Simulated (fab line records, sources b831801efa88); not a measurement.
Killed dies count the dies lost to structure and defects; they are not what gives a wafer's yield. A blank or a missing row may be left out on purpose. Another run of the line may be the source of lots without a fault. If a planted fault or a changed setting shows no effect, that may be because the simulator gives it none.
Shared-tool check | flow gf180mcu | 13 lots, 39 wafers sampled

WHY IT WAS OPENED
2 of 13 lots carry a flag on the reading VT_IMPLANT_TW at GF_VT_IMPLANT_TW_MEAS_10. No-fault wafers: 564, standard deviation 6.
Rule: a lot gets a flag if all its wafers with a number sit over 4 standard deviations from that mean, or if no wafer of it has a number. All remaining lots are regarded as sound.

lot  | measured     | on           | VT_IMPLANT_TW, wafer by wafer | flag
L419 | day 5 21:01  | filmMetro-01 | 562 561 559                   | 
L420 | day 6 02:30  | filmMetro-01 | 559 564 561                   | 
L421 | day 6 10:25  | filmMetro-01 | 560 559 561                   | 
L422 | day 6 15:10  | filmMetro-03 | 560 559 560                   | 
L426 | day 7 16:07  | filmMetro-01 | 562 563 560                   | 
L428 | day 8 04:03  | filmMetro-01 | 557 558 559                   | 
L431 | day 8 22:46  | filmMetro-03 | 601 597 597                   | FLAGGED
L433 | day 9 13:13  | filmMetro-01 | 604 603 605                   | FLAGGED
L434 | day 9 17:18  | filmMetro-01 | 561 563 562                   | 
L436 | day 10 06:04 | filmMetro-02 | 572 574 575                   | 
L438 | day 10 16:50 | filmMetro-03 | 562 564 561                   | 
L439 | day 11 01:19 | filmMetro-01 | 564 565 563                   | 
L441 | day 11 12:06 | filmMetro-02 | 578 577 583                   | 
On average the flagged lots' numbers are 601, which is +37 against the usual, or +6 standard deviations.

EACH LOT AND THE TOOL IT RAN ON
2 process steps preceding the reading are held in the record, out of 602 steps in the route. In each cell: the tool, then ch and the chambers that the sampled wafers went through, then the start.
lot  | flag    | GF_STI_ETCH_13                   | GF_VT_IMPLANT_IMPLANT_08
L419 |         | rieDiel-02 ch 1,2,3, day 2 07:23 | implanter-03 ch 0, day 5 20:46
L420 |         | rieDiel-02 ch 1,2, day 2 11:03   | implanter-01 ch 0, day 6 02:15
L421 |         | rieDiel-04 ch 0,2,3, day 2 16:47 | implanter-02 ch 0, day 6 10:10
L422 |         | rieDiel-02 ch 1,3, day 2 21:48   | implanter-01 ch 0, day 6 14:55
L426 |         | rieDiel-04 ch 0,2,3, day 3 18:30 | implanter-02 ch 0, day 7 15:52
L428 |         | rieDiel-04 ch 1,3, day 4 04:32   | implanter-03 ch 0, day 8 03:49
L431 | FLAGGED | rieDiel-04 ch 0,1,2, day 4 20:30 | implanter-02 ch 0, day 8 22:31
L433 | FLAGGED | rieDiel-04 ch 0,2, day 5 06:48   | implanter-02 ch 0, day 9 13:00
L434 |         | rieDiel-03 ch 0,3, day 5 12:03   | implanter-01 ch 0, day 9 17:03
L436 |         | rieDiel-03 ch 0,1,2, day 5 21:59 | implanter-03 ch 0, day 10 05:49
L438 |         | rieDiel-04 ch 2,3, day 6 08:42   | implanter-03 ch 0, day 10 16:35
L439 |         | rieDiel-04 ch 0,2,3, day 6 14:23 | implanter-01 ch 0, day 11 01:06
L441 |         | rieDiel-04 ch 0,1,3, day 7 01:08 | implanter-03 ch 0, day 11 11:51
What these steps do:
- GF_STI_ETCH_13: etches the open film in CHF3/O2, stops on Si, target depth 282.31 nm, time 112.9 s.
- GF_VT_IMPLANT_IMPLANT_08
- GF_VT_IMPLANT_TW_MEAS_10

FLAGGED AGAINST TOTAL, ONE TOOL AT A TIME (gauges that did the reading follow at the end)
step                     | tool         | lots run | flagged | share of the flagged lots | sound lots run after its first flagged lot
GF_STI_ETCH_13           | rieDiel-02   | 3        | 0       | none                      | -
GF_STI_ETCH_13           | rieDiel-03   | 2        | 0       | none                      | -
GF_STI_ETCH_13           | rieDiel-04   | 8        | 2       | all                       | 3 (L438,L439,L441)
GF_VT_IMPLANT_IMPLANT_08 | implanter-01 | 4        | 0       | none                      | -
GF_VT_IMPLANT_IMPLANT_08 | implanter-02 | 4        | 2       | all                       | 0
GF_VT_IMPLANT_IMPLANT_08 | implanter-03 | 5        | 0       | none                      | -
GF_VT_IMPLANT_TW_MEAS_10 | filmMetro-01 | 8        | 1       | some                      | 2 (L434,L439)
GF_VT_IMPLANT_TW_MEAS_10 | filmMetro-02 | 2        | 0       | none                      | -
GF_VT_IMPLANT_TW_MEAS_10 | filmMetro-03 | 3        | 1       | some                      | 1 (L438)

THE TABLE: WHAT IT ALLOWS
Rows of the table that ran all the flagged lots, 2 in number: rieDiel-04 at GF_STI_ETCH_13; implanter-02 at GF_VT_IMPLANT_IMPLANT_08.
- rieDiel-04 at GF_STI_ETCH_13: 2 of its 8 lots flagged. Lots that were sound ran on it after the first flagged one (L438, L439, L441); a persistent fault on the entire tool would not allow that.
- implanter-02 at GF_VT_IMPLANT_IMPLANT_08: 2 of its 4 lots flagged. It ran its last sound lot, L426, at day 7 15:52 and its first flagged lot, L431, at day 8 22:31: a fault with its onset between the two fits. Its own readings (beamEnergyKeV) fall more than 4 standard deviations out on all wafers of the flagged lots.
What remains is a single tool, implanter-02 at GF_VT_IMPLANT_IMPLANT_08.

WHAT THE SIMULATOR PUT IN
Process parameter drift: implanter-02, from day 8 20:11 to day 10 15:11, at GF_VT_IMPLANT_IMPLANT_08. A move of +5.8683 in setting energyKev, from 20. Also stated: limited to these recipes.
Shown lots that were struck: L431, L433. This agrees with what the rule above found.
